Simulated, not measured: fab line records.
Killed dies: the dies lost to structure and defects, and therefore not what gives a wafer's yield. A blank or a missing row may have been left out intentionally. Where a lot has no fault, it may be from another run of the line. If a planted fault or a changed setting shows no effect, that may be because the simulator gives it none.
Matching of chambers	flow sky130	rieDiel-03 running SKY_CONTACT_ETCH_16: 4 sister chambers
The step etches BARC in N2/H2, stops on SiO2, time 45.9 s, target depth 60 nm. 18 wafers are shown with their chamber, then 9 later ones without.

WAFERS WITH THEIR CHAMBER
wafer	chamber	drypumpMotorCurrentA (A)	oesProductAu (a.u.)	chamberPressureMTorr (mTorr)
L077.1	2	6.37	0.850	30.012
L077.5	2	6.36	0.861	29.984
L077.6	1	6.24	0.859	30.025
L079.1	2	6.36	0.845	30.008
L079.4	3	5.99	0.843	29.993
L079.5	0	5.86	0.859	30.005
L081.1	1	6.21	0.856	29.977
L081.2	2	6.36	0.860	30.058
L081.3	3	6.04	0.851	30.003
L084.1	0	5.84	0.853	29.991
L084.3	3	6.00	0.854	29.996
L084.4	2	6.34	0.854	30.000
L088.2	2	6.35	0.853	29.997
L088.3	0	5.86	0.861	30.013
L088.5	1	6.21	0.856	30.010
L093.1	2	6.38	0.857	30.004
L093.2	3	6.04	0.851	30.005
L093.3	1	6.20	0.854	29.947

SIGNATURES (means of the wafers above)
reading	chamber 0	chamber 1	chamber 2	chamber 3	scatter within a chamber
drypumpMotorCurrentA	5.8533	6.2150	6.3600	6.0175	0.0174
oesProductAu	0.85767	0.85625	0.85429	0.84975	0.00467
chamberPressureMTorr	30.00300	29.98975	30.00900	29.99925	0.0228
Rule: a wafer's distance from a chamber is the root of the sum, over the readings, of the square of ((its reading less the chamber's mean) divided by the reading's scatter). The wafer belongs to the nearest chamber; if the next one is less than 2 further off, it can't be placed. The scatter is the square root of a quotient: the sum, over the shown wafers, of each reading's squared deviation from its chamber's mean, divided by wafers minus chambers.

WAFERS WHOSE CHAMBER IS MISSING
wafer	drypumpMotorCurrentA (A)	oesProductAu (a.u.)	chamberPressureMTorr (mTorr)
L095.1	6.37	0.857	30.004
L095.2	6.20	0.852	30.015
L095.4	5.84	0.848	29.975
L094.2	6.21	0.856	29.992
L094.4	5.84	0.850	30.011
L094.6	6.01	0.853	29.990
L096.1	5.85	0.857	30.023
L096.4	6.36	0.847	29.994
L096.5	6.00	0.857	29.958

WHICH CHAMBER EACH WENT THROUGH
wafer	from the rows above	in truth
L095.1	2	2
L095.2	1	1
L095.4	0	0
L094.2	1	1
L094.4	0	0
L094.6	3	3
L096.1	0	0
L096.4	2	2
L096.5	3	3
Correctly placed: 9 of 9. Not placeable from these rows: 0. Number placed wrongly: 0.
